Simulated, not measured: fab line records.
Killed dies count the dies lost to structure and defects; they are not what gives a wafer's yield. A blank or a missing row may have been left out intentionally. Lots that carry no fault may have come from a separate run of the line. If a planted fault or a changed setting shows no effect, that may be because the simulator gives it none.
Struck lot and sound lot, side by side | flow sky130 | 44 out of 708 route steps
Sound: these wafers, L165.2, L165.3, L165.5. Struck: wafer L175.2; the same lot's L175.6 was not struck, so it is left out; see the end for the cause.
Each step with rows lists, per side, the tool, then ch with its chambers, then its first start. Under that, the readings that differ: sound wafers | struck wafers | difference of the means | sigmas: that difference in standard deviations of wafers without a fault.
alike: a reading whose means differ by less than 2 such deviations, as well as words and numbers matching on both sides. not compared: withheld readings; readings where some wafer has no value; bounds like >300 that might hide an equal value; numbers whose values overlap and for which the record gives no deviation.
Wherever a step has rows on one side only, a row that says differs or no value, or a row with sigmas, the two part there. Numbers that have no deviation but don't overlap get no sigmas and don't part them. A reading that every wafer of one side lacks parts them only if that side has two wafers or more.

first, 4 steps without rows for these wafers: SKY_VIA3_SOFTBAKE_08 (time 90 s); SKY_VIA3_EXPOSE_09 (exposes mask VIM3, target cd 200 nm); SKY_VIA3_PEB_10; SKY_VIA3_DEVELOP_11 (develop time 60 s).
SKY_VIA3_CD_MEAS_12: the cd target is 200 nm.
  sound: cd_sem-02 at day 42 02:08; struck: cd_sem-01 at day 44 14:56
  alike: cd_nm
SKY_VIA3_OVL_MEAS_13:
  sound: overlay-02 at day 42 02:14; struck: overlay-02 at day 44 15:03
  alike: VIA3_OVL
SKY_VIA3_ETCH_14: etches BARC in N2/H2, stops on SiO2, time 45.9 s, target depth 60 nm.
  sound on rie_diel-01 ch 1,3, day 42 02:16; struck on rie_diel-03 ch 0, day 44 15:05
  alike: drypump_motor_current_A, oes_product_au, throttle_valve_pct
  not compared: rf_hours_counter_h
SKY_VIA3_ETCH_15: etches SiO2 in C4F8/O2/Ar, stops on TiN, target depth 507 nm, time 78 s.
  sound on rie_diel-01 ch 1,3, day 42 02:19; struck on rie_diel-03 ch 0, day 44 15:07
  alike: oes_product_au
  not compared: rf_hours_counter_h
SKY_VIA3_STRIP_16: strips in O2/N2.
  sound on plasma_asher-04 ch 0, day 42 02:22; struck on plasma_asher-04 ch 0, day 44 15:11
  alike: drypump_motor_current_A, oes_product_au, strip_time_to_endpoint_s
  not compared: rf_hours_counter_h
then, 3 steps without rows for these wafers: SKY_VIA3_STRIP_17 (strips in post etch residue remover, time 1200 s); SKY_VIA3_CLEAN_18 (cleans in IPA, time 180 s); SKY_VIA3_CLEAN_19 (cleans in O3/DIW).
SKY_VIA3_SPUTTER_20: material TiN, target thk 20 nm, time 80 s.
  sound: pvd_sputter-02 at day 42 02:58; struck: pvd_sputter-03 at day 44 15:46
  reading                                  | sound            | struck | difference | sigmas
  model.TiN_of_VIA3_SPUTTER_20.thk_nm (nm) | 19.7 19.94 19.78 | 37.34  | +17.53     |
  alike: throttle_valve_pct
then, 1 step without rows for these wafers: SKY_VIA3_CVD_21 (deposits W, target thk 390 nm, time 117.31 s).
SKY_VIA3_RS_MEAS_22: uses a four-point probe to measure.
  sound: film_metro-02 at day 42 03:10; struck: film_metro-03 at day 44 15:58
  alike: VIA3_W_RS
SKY_VIA3_THK_MEAS_23: measures by xrf.
  sound: film_metro-02 at day 42 03:17; struck: film_metro-03 at day 44 16:05
  alike: VIA3_W_THK
then, 4 steps without rows for these wafers: SKY_VIA3_CMP_24 (polishes, stops on SiO2, t overpolish 20 s, target thk 0 nm); SKY_METAL4_SPUTTER_00 (material Ti, target thk 15 nm, time 10 s); SKY_METAL4_SPUTTER_01 (material TiN, target thk 20 nm, time 16.7 s); SKY_METAL4_SPUTTER_02 (material AlCu, target thk 735 nm, time 39.1 s).
SKY_METAL4_SPUTTER_03: material Ti, target thk 5 nm, time 3.3 s.
  sound: pvd_sputter-04 at day 42 03:43; struck: pvd_sputter-01 at day 44 16:31
  alike: throttle_valve_pct
SKY_METAL4_SPUTTER_04: material TiN, target thk 70 nm, time 58.3 s.
  sound: pvd_sputter-04 at day 42 03:44; struck: pvd_sputter-01 at day 44 16:32
  alike: throttle_valve_pct
then, 1 step without rows for these wafers: SKY_CAP2M_CVD_00 (deposits SiO2, target thk 15.5 nm).
SKY_CAP2M_THK_MEAS_01:
  sound: film_metro-02 at day 42 03:49; struck: film_metro-01 at day 44 16:37
  alike: CAP2M_CVD_00_THK
then, 1 step without rows for these wafers: SKY_CAP2M_SPUTTER_02 (material TiN, target thk 200 nm, time 166.7 s).
SKY_CAP2M_RS_MEAS_03: uses a four-point probe to measure.
  sound: film_metro-01 at day 42 03:59; struck: film_metro-02 at day 44 16:48
  alike: CAP2M_TIN_RS
SKY_CAP2M_THK_MEAS_04: measures by xrf.
  sound: film_metro-01 at day 42 04:06; struck: film_metro-02 at day 44 16:55
  alike: CAP2M_TIN_THK
then, 7 steps without rows for these wafers: SKY_CAP2M_DEHYDRATE_05 (time 60 s); SKY_CAP2M_HMDS_06 (prime time 60 s); SKY_CAP2M_COAT_07 (resist thk 1140 nm); SKY_CAP2M_SOFTBAKE_08 (time 60 s); SKY_CAP2M_EXPOSE_09 (exposes mask CAP2M, target cd 1000 nm); SKY_CAP2M_PEB_10; SKY_CAP2M_DEVELOP_11 (develop time 60 s).
SKY_CAP2M_OVL_MEAS_12:
  sound: overlay-01 at day 43 02:28; struck: overlay-01 at day 45 13:37
  alike: CAP2M_OVL
then, 7 steps without rows for these wafers: SKY_CAP2M_METAL_ETCH_13 (etches TiN in Cl2/BCl3, stops on SiO2, target depth 220 nm, time 62.9 s); SKY_CAP2M_STRIP_14 (strips in O2/N2); SKY_CAP2M_STRIP_15 (strips in post etch residue remover, time 1200 s); SKY_CAP2M_CLEAN_16 (cleans in IPA, time 180 s); SKY_CAP2M_CLEAN_17 (cleans in O3/DIW); SKY_METAL4_DEHYDRATE_05 (time 60 s); SKY_METAL4_HMDS_06 (prime time 60 s).
SKY_METAL4_METAL_ETCH_18: etches the open film in Cl2/BCl3, stops on SiO2, target depth 845 nm, time 183.1 s.
  sound on rie_metal-03 ch 0,1, day 44 01:46; struck on rie_metal-01 ch 1, day 46 11:46
  reading                            | sound             | struck | difference | sigmas
  oes_product_au (a.u.)              | 0.861 0.855 0.862 | 0.886  | +0.027     | +5
  model.etch.depth_nm (nm)           | 853.5 854.9 851.9 | 886.9  | +33.5      |
  model.METAL4.feature_depth_nm (nm) | 853.5 854.9 851.9 | 886.9  | +33.5      |
  alike: drypump_motor_current_A, throttle_valve_pct
  not compared: rf_hours_counter_h
SKY_PAD_OPEN_PROBE_99:
  the record has rows for the sound wafers here (prober-01, day 47 21:44) and none for the struck ones

== WHERE THEY PART ==
At SKY_METAL4_METAL_ETCH_18 first; at SKY_PAD_OPEN_PROBE_99 last (within this record only).

WHY: what had been put in by the simulator
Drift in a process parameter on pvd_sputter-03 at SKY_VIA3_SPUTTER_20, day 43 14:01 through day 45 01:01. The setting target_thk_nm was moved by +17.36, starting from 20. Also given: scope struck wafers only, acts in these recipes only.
